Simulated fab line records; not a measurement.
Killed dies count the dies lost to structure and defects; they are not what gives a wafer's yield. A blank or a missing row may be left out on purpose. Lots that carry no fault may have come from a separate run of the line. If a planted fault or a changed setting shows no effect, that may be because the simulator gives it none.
Matching of chambers :: flow gf180mcu :: pecvd-03 running GF_PASSIVATION_CVD_02: 3 sister chambers
The step deposits Si3N4, target thk 700 nm, time 486.18 s. 14 wafers are shown with their chamber, then 7 later ones without.

WAFERS WITH THEIR CHAMBER
wafer: L549.1
chamber: 2
heater-power-w (W): 862

wafer: L549.3
chamber: 1
heater-power-w (W): 845

wafer: L549.5
chamber: 2
heater-power-w (W): 717

wafer: L551.1
chamber: 0
heater-power-w (W): 625

wafer: L551.3
chamber: 2
heater-power-w (W): 786

wafer: L551.5
chamber: 1
heater-power-w (W): 722

wafer: L552.3
chamber: 1
heater-power-w (W): 826

wafer: L552.5
chamber: 2
heater-power-w (W): 875

wafer: L552.6
chamber: 1
heater-power-w (W): 869

wafer: L562.2
chamber: 1
heater-power-w (W): 739

wafer: L562.3
chamber: 2
heater-power-w (W): 717

wafer: L562.6
chamber: 1
heater-power-w (W): 793

wafer: L563.1
chamber: 1
heater-power-w (W): 809

wafer: L563.2
chamber: 2
heater-power-w (W): 868

SIGNATURES (means of the wafers above)
reading: heater-power-w
chamber 0: 625.00
chamber 1: 800.43
chamber 2: 804.17
scatter within a chamber: 64.2
Rule: distance of a wafer from a chamber = root of the sum over the readings of ((wafer's reading minus chamber's mean) / reading's scatter) squared. The wafer belongs to the nearest chamber; if the next one is less than 2 further off, it can't be placed. The scatter: the root of (the sum of the squares of (reading less its chamber's mean) over the shown wafers, divided by (wafers less chambers)).

WAFERS MISSING THEIR CHAMBER
wafer: L563.3
heater-power-w (W): 518

wafer: L565.3
heater-power-w (W): 731

wafer: L565.5
heater-power-w (W): 865

wafer: L565.6
heater-power-w (W): 794

wafer: L568.1
heater-power-w (W): 752

wafer: L568.3
heater-power-w (W): 643

wafer: L568.6
heater-power-w (W): 856

WHICH CHAMBER EACH ONE RAN IN
wafer: L563.3
from the rows above: 0
in truth: 0

wafer: L565.3
from the rows above: can't be placed: 1 or 2 or 0
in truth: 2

wafer: L565.5
from the rows above: can't be placed: 2 or 1
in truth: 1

wafer: L565.6
from the rows above: can't be placed: 1 or 2
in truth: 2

wafer: L568.1
from the rows above: can't be placed: 1 or 2 or 0
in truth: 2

wafer: L568.3
from the rows above: 0
in truth: 0

wafer: L568.6
from the rows above: can't be placed: 2 or 1
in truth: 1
Placed correctly: 2 of 7. Unplaceable from these rows: 5, with the true chamber sitting among the candidates in 5. Number placed wrongly: 0.
